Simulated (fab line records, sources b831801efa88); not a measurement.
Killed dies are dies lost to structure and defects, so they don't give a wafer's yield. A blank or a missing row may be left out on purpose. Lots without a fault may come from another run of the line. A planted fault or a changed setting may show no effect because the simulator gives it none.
A struck lot beside a sound one | flow sky130 | 14 steps out of a route of 708
Sound: wafers L707.2, L707.3, L707.5. Struck: wafers L712.1, L712.4, L712.5. The cause comes at the end.
At each step with rows: each side's tool, then ch and its chambers, then its first start. Under that, the readings that differ: sound wafers | struck wafers | difference of the means | sigmas: that difference in standard deviations of wafers without a fault.
alike: readings whose means differ by less than 2 such deviations, and words and numbers that are the same on both sides. not compared: withheld readings, readings that some wafer has no value for, bounds like >300 that may hide the same value, and numbers for which the record gives no deviation and whose values overlap.
The two part at a step that has a row with sigmas, a row that says differs or no value, or rows on one side only. Numbers that don't overlap but have no deviation are shown without sigmas and don't part them. A reading that every wafer of one side lacks parts them only if that side has two wafers or more.

SKY_LI_CONTACT_RS_MEAS_22: measures by four-point-probe.
  sound on film_metro-04, day 30 10:01; struck on film_metro-01, day 31 19:15
  alike: LI_CONTACT_W_RS
SKY_LI_CONTACT_THK_MEAS_23: measures by xrf.
  sound on film_metro-04, day 30 10:08; struck on film_metro-01, day 31 19:22
  alike: LI_CONTACT_W_THK
SKY_LI_CONTACT_CMP_24: polishes, stops on PSG, t overpolish 20 s, target thk 0 nm.
  sound on cmp-02 ch 1,3, day 30 10:14; struck on cmp-02 ch 0,1,3, day 31 19:43
  alike: motor_current_A, overpolish_run_s, platen_rpm, time_to_endpoint_s
SKY_LOCAL_INTERCONNECT_SPUTTER_00: material TiN, target thk 100 nm, time 83.3 s.
  sound on pvd_sputter-03, day 30 10:29; struck on pvd_sputter-03, day 31 19:58
  alike: throttle_valve_pct
SKY_LOCAL_INTERCONNECT_RS_MEAS_01: measures by four-point-probe.
  sound on film_metro-02, day 30 10:34; struck on film_metro-03, day 31 20:01
  alike: LOCAL_INTERCONNECT_TIN_RS
SKY_LOCAL_INTERCONNECT_THK_MEAS_02: measures by xrf.
  sound on film_metro-02, day 30 10:41; struck on film_metro-03, day 31 20:08
  alike: LOCAL_INTERCONNECT_TIN_THK
then, 6 steps without rows for these wafers: SKY_LOCAL_INTERCONNECT_DEHYDRATE_03 (time 60 s); SKY_LOCAL_INTERCONNECT_HMDS_04 (prime time 60 s); SKY_LOCAL_INTERCONNECT_COAT_05 (resist thk 60 nm); SKY_LOCAL_INTERCONNECT_COAT_06 (resist thk 450 nm); SKY_LOCAL_INTERCONNECT_SOFTBAKE_07 (time 90 s); SKY_LOCAL_INTERCONNECT_EXPOSE_08 (exposes mask LI1M, target cd 170 nm).
SKY_LOCAL_INTERCONNECT_PEB_09:
  sound on litho_track-04 ch 0, day 31 14:00; struck on litho_track-01, day 32 23:00
  reading         | sound          | struck | difference                    | sigmas
  exhaust_pa (Pa) | 44.6 44.0 44.7 | - - -  | no value on the struck wafers |
  not compared: chill_plate_temp_C
then, 1 step without rows for these wafers: SKY_LOCAL_INTERCONNECT_DEVELOP_10 (develop time 60 s).

WHERE THEY PART
Only at SKY_LOCAL_INTERCONNECT_PEB_09, within this record.

WHY: what the simulator had put in
Skipped step whole: litho_track-01, from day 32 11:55 on, at SKY_LOCAL_INTERCONNECT_PEB_09. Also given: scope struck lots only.
